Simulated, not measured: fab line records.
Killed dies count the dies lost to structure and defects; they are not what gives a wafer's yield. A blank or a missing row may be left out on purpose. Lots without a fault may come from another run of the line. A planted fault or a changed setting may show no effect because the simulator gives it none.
Comparing a struck lot with a sound one / flow sky130 / 22 steps out of a route of 708
Sound: these wafers, L411.3, L411.4, L411.6. Struck: wafers L418.4, L418.6 (left out: L418.1, a lot-mate that was not struck); the cause follows at the end.
Per side, at each step with rows, come the tool, then ch with its chambers, and then its first start. Under that, the readings that differ: sound wafers / struck wafers / difference of the means / sigmas: that difference in standard deviations of wafers without a fault.
alike: same words and numbers on both sides, and readings whose means sit less than 2 such deviations apart. not compared: any withheld reading, any reading some wafer has no value for, any bound like >300 that may hide the same value, and any number with overlapping values for which the record gives no deviation.
A row with sigmas, a row that says differs or no value, or rows on one side alone: a step with any of these is where the two part. Numbers that have no deviation but don't overlap get no sigmas and don't part them. A reading that every wafer of one side lacks parts them only if that side has two wafers or more.

first, 5 steps without rows for these wafers: SKY_VT_ADJUST_HVTP_COAT_02 (resist thk 1140 nm); SKY_VT_ADJUST_HVTP_SOFTBAKE_03 (time 60 s); SKY_VT_ADJUST_HVTP_EXPOSE_04 (exposes mask HVTPM, target cd 380 nm); SKY_VT_ADJUST_HVTP_PEB_05; SKY_VT_ADJUST_HVTP_DEVELOP_06 (develop time 60 s).
SKY_VT_ADJUST_HVTP_CD_MEAS_07: the cd target is 380 nm.
  sound: cdSem-01 at day 6 18:47; struck: cdSem-02 at day 8 16:32
  alike: cdNm
SKY_VT_ADJUST_HVTP_OVL_MEAS_08:
  sound: overlay-01 at day 6 18:53; struck: overlay-02 at day 8 16:39
  alike: VT_ADJUST_HVTP_OVL
following that, these wafers have no rows for 1 step: SKY_VT_ADJUST_HVTP_IMPLANT_09.
SKY_VT_ADJUST_HVTP_STRIP_10: strips in O2/N2.
  sound on plasmaAsher-02 ch 0,1, day 6 19:05; struck on plasmaAsher-02 ch 0,1, day 8 16:50
  alike: chamberPressureMTorr, drypumpMotorCurrentA, oesProductAu, stripTimeToEndpointS
  not compared: rfHoursCounterH
SKY_VT_ADJUST_HVTP_TW_MEAS_11:
  sound: filmMetro-02 at day 6 19:10; struck: filmMetro-03 at day 8 16:56
  alike: VT_ADJUST_HVTP_TW
then, 2 steps without rows for these wafers: SKY_VT_ADJUST_LVTN_DEHYDRATE_00 (time 60 s); SKY_VT_ADJUST_LVTN_HMDS_01 (prime time 60 s).
SKY_VT_ADJUST_LVTN_COAT_02: resist thk 3000 nm.
  sound on lithoTrack-01 ch 0, day 7 04:27; struck on lithoTrack-02 ch 0, day 9 02:58
reading=model.coat_of_VT_ADJUST_LVTN_COAT_02.thkNm (nm); sound=3003 3000 3006; struck=2604 2606; difference=-398; sigmas=
  alike: exhaustPa
then, 3 steps without rows for these wafers: SKY_VT_ADJUST_LVTN_SOFTBAKE_03; SKY_VT_ADJUST_LVTN_EXPOSE_04 (exposes mask NWM COMPLEMENT LESS NATIVE, target cd 840 nm); SKY_VT_ADJUST_LVTN_PEB_05.
SKY_VT_ADJUST_LVTN_DEVELOP_06: develop time 60 s.
  sound on lithoTrack-01 ch 0; struck on lithoTrack-03 ch 0
reading=model.coat_of_VT_ADJUST_LVTN_COAT_02.thkNm (nm); sound=2999 2996 3002; struck=2600 2602; difference=-398; sigmas=
  alike: exhaustPa
SKY_VT_ADJUST_LVTN_OVL_MEAS_07:
  sound: overlay-01 at day 7 14:19; struck: overlay-02 at day 9 14:06
  alike: VT_ADJUST_LVTN_OVL
following that, these wafers have no rows for 1 step: SKY_VT_ADJUST_LVTN_IMPLANT_08.
SKY_VT_ADJUST_LVTN_STRIP_09: strips in O2/N2.
  sound on plasmaAsher-01 ch 0,1, day 7 14:31; struck on plasmaAsher-01 ch 0, day 9 14:17
reading=stripTimeToEndpointS (s); sound=36.95 36.91 36.97; struck=32.37 32.41; difference=-4.55; sigmas=-48
  alike: chamberPressureMTorr, drypumpMotorCurrentA, oesProductAu
  not compared: rfHoursCounterH
SKY_VT_ADJUST_LVTN_TW_MEAS_10:
  sound: filmMetro-04 at day 7 14:36; struck: filmMetro-04 at day 9 14:23
  alike: VT_ADJUST_LVTN_TW
following that, these wafers have no rows for 1 step: SKY_PAD_OPEN_PROBE_99.

## WHERE THEY PART
Within this record, at SKY_VT_ADJUST_LVTN_STRIP_09 only. Later steps at which nothing parts them and some readings are alike: SKY_VT_ADJUST_LVTN_TW_MEAS_10.

WHY: whatever the simulator had introduced
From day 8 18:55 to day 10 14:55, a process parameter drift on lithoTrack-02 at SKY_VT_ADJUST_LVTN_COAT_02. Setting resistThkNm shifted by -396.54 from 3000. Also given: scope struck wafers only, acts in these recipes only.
